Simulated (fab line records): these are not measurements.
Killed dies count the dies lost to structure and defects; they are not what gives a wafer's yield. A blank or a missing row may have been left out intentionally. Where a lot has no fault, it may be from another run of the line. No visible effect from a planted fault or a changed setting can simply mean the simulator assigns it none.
Struck lot and sound lot, side by side    flow sky130    22 steps out of a route of 708
Sound: the wafers L842.1, L842.2, L842.6. Wafers L831.2, L831.3, L831.4 were the ones struck. The cause is given at the end.
Per side, at each step with rows, come the tool, then ch with its chambers, and then its first start. Under that, the readings that differ: sound wafers    struck wafers    difference of the means    sigmas: that difference in standard deviations of wafers without a fault.
alike: readings with means less than 2 such deviations apart, plus words and numbers identical on both sides. not compared: withheld readings, readings lacking a value on some wafer, bounds such as >300 that could conceal the same value, and numbers that have no deviation in the record and whose values overlap.
The two part at a step that has a row with sigmas, a row that says differs or no value, or rows on one side only. Numbers that don't overlap but have no deviation are shown without sigmas and don't part them. A reading missing from all wafers of one side parts the sides only when that side holds two or more wafers.

SKY_SONOS_ONO_OVL_MEAS_14:
  struck on overlay-01, day 13 11:06; sound on overlay-01, day 17 06:16
  alike: SONOS_ONO_OVL
SKY_SONOS_ONO_ETCH_15: etches the open film in CHF3/O2, target depth 19.52 nm, time 7.8 s.
  sound on rie-diel-02 ch 1,2,3, day 17 06:18; struck on rie-diel-02 ch 0,1,3, day 13 11:08
  alike: bias-w, drypump-motor-current-A, oes-product-au, throttle-valve-pct
  not compared: rf-hours-counter-h
then, 1 step without rows for these wafers: SKY_SONOS_ONO_WET_ETCH_16 (etches SiO2 in dHF, target depth 14 nm, time 280 s).
SKY_SONOS_ONO_STRIP_17: strips in O2/N2.
  sound on plasma-asher-04 ch 0,1, day 17 06:24; struck on plasma-asher-04 ch 0,1, day 13 11:14
reading                sound              struck             difference  sigmas
oes-product-au (a.u.)  0.703 0.705 0.702  0.712 0.711 0.713  +0.009      +2
  alike: drypump-motor-current-A, strip-time-to-endpoint-s
  not compared: rf-hours-counter-h
then, 3 steps without rows for these wafers: SKY_SONOS_ONO_WET_ETCH_18 (etches Si3N4 in H3PO4, target depth 15 nm, time 172 s); SKY_GATE_OXIDE_CLEAN_00 (cleans in SC1/SC2, time 150 s); SKY_GATE_OXIDE_OXIDATION_01 (stabilise 600 s, purge 300 s, target thk 10.268 nm).
SKY_GATE_OXIDE_THK_MEAS_02:
  struck on film-metro-02, day 13 14:32; sound on film-metro-03, day 17 09:49
reading                           sound              struck           difference  sigmas
GATE_OXIDE_OXIDATION_00_THK (nm)  10.39 10.27 10.43  10.02 9.84 9.96  -0.42       -2
then, 4 steps without rows for these wafers: SKY_GATE_OXIDE_DEHYDRATE_03 (time 60 s); SKY_GATE_OXIDE_HMDS_04 (prime time 60 s); SKY_GATE_OXIDE_COAT_05 (resist thk 1140 nm); SKY_GATE_OXIDE_SOFTBAKE_06 (time 60 s).
SKY_GATE_OXIDE_EXPOSE_07: exposes mask LVOM, target cd 600 nm.
  sound on iline-stepper-02 ch 0, day 18 00:19; struck on iline-stepper-01 ch 0, day 14 03:34
reading  sound                 struck                difference  sigmas
mask     LVOM#0 LVOM#0 LVOM#0  TUNM#0 TUNM#0 TUNM#0  differs     
then, 2 steps without rows for these wafers: SKY_GATE_OXIDE_PEB_08; SKY_GATE_OXIDE_DEVELOP_09 (develop time 60 s).
SKY_GATE_OXIDE_OVL_MEAS_10:
  struck on overlay-02, day 14 17:00; sound on overlay-02, day 18 14:44
reading              sound          struck  difference                     sigmas
GATE_OXIDE_OVL (nm)  0.9 -0.1 -0.7  - - -   no value on the struck wafers  
then, 2 steps without rows for these wafers: SKY_GATE_OXIDE_IMPLANT_11; SKY_GATE_OXIDE_WET_ETCH_12 (etches SiO2 in dHF, target depth 16.8 nm, time 336 s).
SKY_GATE_OXIDE_STRIP_13: strips in O2/N2.
  sound on plasma-asher-03 ch 0,1, day 18 15:01; struck on plasma-asher-02 ch 0,1, day 14 17:17
reading                      sound        struck       difference  sigmas
drypump-motor-current-A (A)  5.5 6.4 6.4  5.0 5.0 5.1  -1.1        -2
  alike: oes-product-au, strip-time-to-endpoint-s
  not compared: rf-hours-counter-h
SKY_GATE_OXIDE_TW_MEAS_14:
  struck on film-metro-02, day 14 17:23; sound on film-metro-01, day 18 15:07
reading        sound              struck          difference  sigmas
GATE_OXIDE_TW  222.4 223.2 222.0  29.8 29.8 29.9  -192.7      -99 or more
then, 1 step without rows for these wafers: SKY_GATE_OXIDE_CLEAN_15 (cleans in SC1/SC2, time 150 s).
-- the record jumps here: 32 days lie between the struck wafers' starts before and after (it left off in module GATE_OXIDE and takes up again in module PAD_OPEN, whose first step shown is number 708 of the route) --
SKY_PAD_OPEN_PROBE_99:
  rows exist in the record for the struck wafers here (prober-01, day 46 10:08), but not for the sound ones

== WHERE THEY PART ==
Last at SKY_PAD_OPEN_PROBE_99 as far as this record goes, first at SKY_SONOS_ONO_STRIP_17.

WHY: the cause the simulator had injected
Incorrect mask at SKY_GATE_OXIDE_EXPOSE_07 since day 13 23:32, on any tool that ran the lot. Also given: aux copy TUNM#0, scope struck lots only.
